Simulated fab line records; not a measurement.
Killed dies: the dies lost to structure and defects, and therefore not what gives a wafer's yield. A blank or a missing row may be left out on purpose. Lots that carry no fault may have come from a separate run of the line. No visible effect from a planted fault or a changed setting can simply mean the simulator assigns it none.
What tool caused it? | flow gf180mcu | 6 lots with 18 wafers sampled at 3 steps, on a route of 602 steps

## WHAT EACH GAUGE READ, for each wafer
GF_M2_THK_MEAS_06: measures by xrf.
lot  | measured     | on            | M2_ALCU_THK (nm)
L303 | day 18 09:59 | film_metro-01 | 437 437 444
L305 | day 18 23:46 | film_metro-01 | 446 438 444
L313 | day 22 11:35 | film_metro-01 | 452 450 452
L317 | day 23 23:44 | film_metro-02 | 448 447 443
L319 | day 25 01:09 | film_metro-03 | 444 445 450
L322 | day 25 13:02 | film_metro-03 | 450 450 449

## WHICH TOOL RAN EACH LOT (tool, then ch and the chambers of the sampled wafers, then the start)
lot  | GF_SALICIDE_SPUTTER_02       | GF_M1_STRIP_17
L303 | pvd_sputter-03, day 15 08:17 | plasma_asher-04 ch 0,1, day 17 07:41
L305 | pvd_sputter-03, day 15 20:51 | plasma_asher-03 ch 1, day 17 20:47
L313 | pvd_sputter-02, day 19 05:45 | plasma_asher-03 ch 0,1, day 21 09:30
L317 | pvd_sputter-03, day 20 20:19 | plasma_asher-03 ch 0,1, day 22 22:02
L319 | pvd_sputter-04, day 22 01:50 | plasma_asher-03 ch 0,1, day 24 00:53
L322 | pvd_sputter-04, day 22 12:37 | plasma_asher-03 ch 0,1, day 24 13:02
- GF_SALICIDE_SPUTTER_02: material Co, target thk 10 nm, time 20 s.
- GF_M1_STRIP_17: strips in O2/N2.

## THE ANSWER, worked out from the rows above alone
Rule: usual is defined by the lots themselves. Put in order of their means at a reading, lots are off if they are a third of the lots or fewer, leave a main group of 4 or more, and stand apart from it by a gap of 3 or more times the standard deviation of the main group's means; of several such gaps the widest counts. Not used: any main group whose means are identical at the precision the tables above print for the reading. A lot without any number at a reading at which 4 lots or more have one is off too. All remaining lots with rows at the step are treated as sound.
None of the lots is off at any reading shown; this tells nothing.

## WHAT WAS PUT IN BY THE SIMULATOR
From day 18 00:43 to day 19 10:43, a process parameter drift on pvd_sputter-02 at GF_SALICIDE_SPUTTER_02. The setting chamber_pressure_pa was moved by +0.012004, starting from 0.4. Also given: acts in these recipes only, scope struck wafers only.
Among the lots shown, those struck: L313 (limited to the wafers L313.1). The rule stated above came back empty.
